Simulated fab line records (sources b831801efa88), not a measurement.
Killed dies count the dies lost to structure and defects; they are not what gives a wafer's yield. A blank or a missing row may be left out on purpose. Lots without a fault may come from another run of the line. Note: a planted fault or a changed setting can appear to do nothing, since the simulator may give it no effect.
A struck lot beside a sound one | flow sky130 | 15 steps out of a route of 708
Sound: wafers L530.2, L530.3, L530.4. Struck: wafers L543.1, L543.6. (L543.2 of the same lot was not struck and is left out.) The cause comes at the end.
For every step that has rows: the tool of each side, followed by ch and its chambers, followed by its first start. Under that, the readings that differ: sound wafers | struck wafers | difference of the means | sigmas: that difference in standard deviations of wafers without a fault.
alike: readings with means less than 2 such deviations apart, plus words and numbers identical on both sides. not compared: withheld readings, readings lacking a value on some wafer, bounds such as >300 that could conceal the same value, and numbers that have no deviation in the record and whose values overlap.
Wherever a step has rows on one side only, a row that says differs or no value, or a row with sigmas, the two part there. When numbers do not overlap yet have no deviation, they are printed without sigmas and do not part them. A reading missing from all wafers of one side parts the sides only when that side holds two or more wafers.

SKY_SONOS_ONO_THK_MEAS_03:
  sound on film metro-01, day 14 14:29; struck on film metro-04, day 18 21:26
  alike: SONOS_ONO_CVD_02_THK
then, 1 step without rows for these wafers: SKY_SONOS_ONO_CVD_04 (deposits SiO2 from SiH4/N2O, target thk 5.7199 nm).
SKY_SONOS_ONO_THK_MEAS_05:
  sound on film metro-01, day 14 15:48; struck on film metro-03, day 18 22:45
  alike: SONOS_ONO_CVD_04_THK
then, 7 steps without rows for these wafers: SKY_SONOS_ONO_DEHYDRATE_06 (time 60 s); SKY_SONOS_ONO_HMDS_07 (prime time 60 s); SKY_SONOS_ONO_COAT_08 (resist thk 1140 nm); SKY_SONOS_ONO_SOFTBAKE_09 (time 60 s); SKY_SONOS_ONO_EXPOSE_10 (exposes mask ONOM, target cd 410 nm); SKY_SONOS_ONO_PEB_11; SKY_SONOS_ONO_DEVELOP_12 (develop time 60 s).
SKY_SONOS_ONO_CD_MEAS_13 targets a cd of 410 nm.
  sound on cd sem-02, day 15 18:43; struck on cd sem-02, day 20 04:32
  alike: cd nm
SKY_SONOS_ONO_OVL_MEAS_14:
  sound on overlay-01, day 15 18:49; struck on overlay-02, day 20 04:40
  reading            | sound       | struck    | difference | sigmas
  SONOS_ONO_OVL (nm) | 1.5 1.3 1.6 | -2.0 -1.5 | -3.2       | -3
SKY_SONOS_ONO_ETCH_15: etches the open film in CHF3/O2, target depth 19.52 nm, time 7.8 s.
  sound on rie diel-03 ch 0,1,2, day 15 18:51; struck on rie diel-02 ch 3, day 20 04:41
  reading                               | sound             | struck      | difference | sigmas
  bias w (W)                            | 200.4 200.7 200.9 | 241.9 242.0 | +41.3      | +72
  oes product au (a.u.)                 | 1.008 1.016 0.999 | 1.036 1.032 | +0.026     | +3
  model.SONOS_ONO.feature depth nm (nm) | 19.55 19.95 19.58 | 20.74 20.59 | +0.97      |
  model.etch.depth nm (nm)              | 19.55 19.95 19.58 | 20.74 20.59 | +0.97      |
  alike: O2_flow_sccm, drypump motor current A, throttle valve pct
  not compared: rf hours counter h
then, 1 step without rows for these wafers: SKY_SONOS_ONO_WET_ETCH_16 (etches SiO2 in dHF, target depth 14 nm, time 280 s).
-- record jumps: 30 days separate the struck wafers' starts on either side; left off in module SONOS_ONO, taken up again in module PAD_OPEN, whose first shown step is the route's number 708 --
SKY_PAD_OPEN_PROBE_99:
  rows exist in the record for the struck wafers here (prober-01, day 50 16:35), but not for the sound ones

== WHERE THEY PART ==
Last at SKY_PAD_OPEN_PROBE_99 as far as this record goes, first at SKY_SONOS_ONO_OVL_MEAS_14.

WHY: what had been put in by the simulator
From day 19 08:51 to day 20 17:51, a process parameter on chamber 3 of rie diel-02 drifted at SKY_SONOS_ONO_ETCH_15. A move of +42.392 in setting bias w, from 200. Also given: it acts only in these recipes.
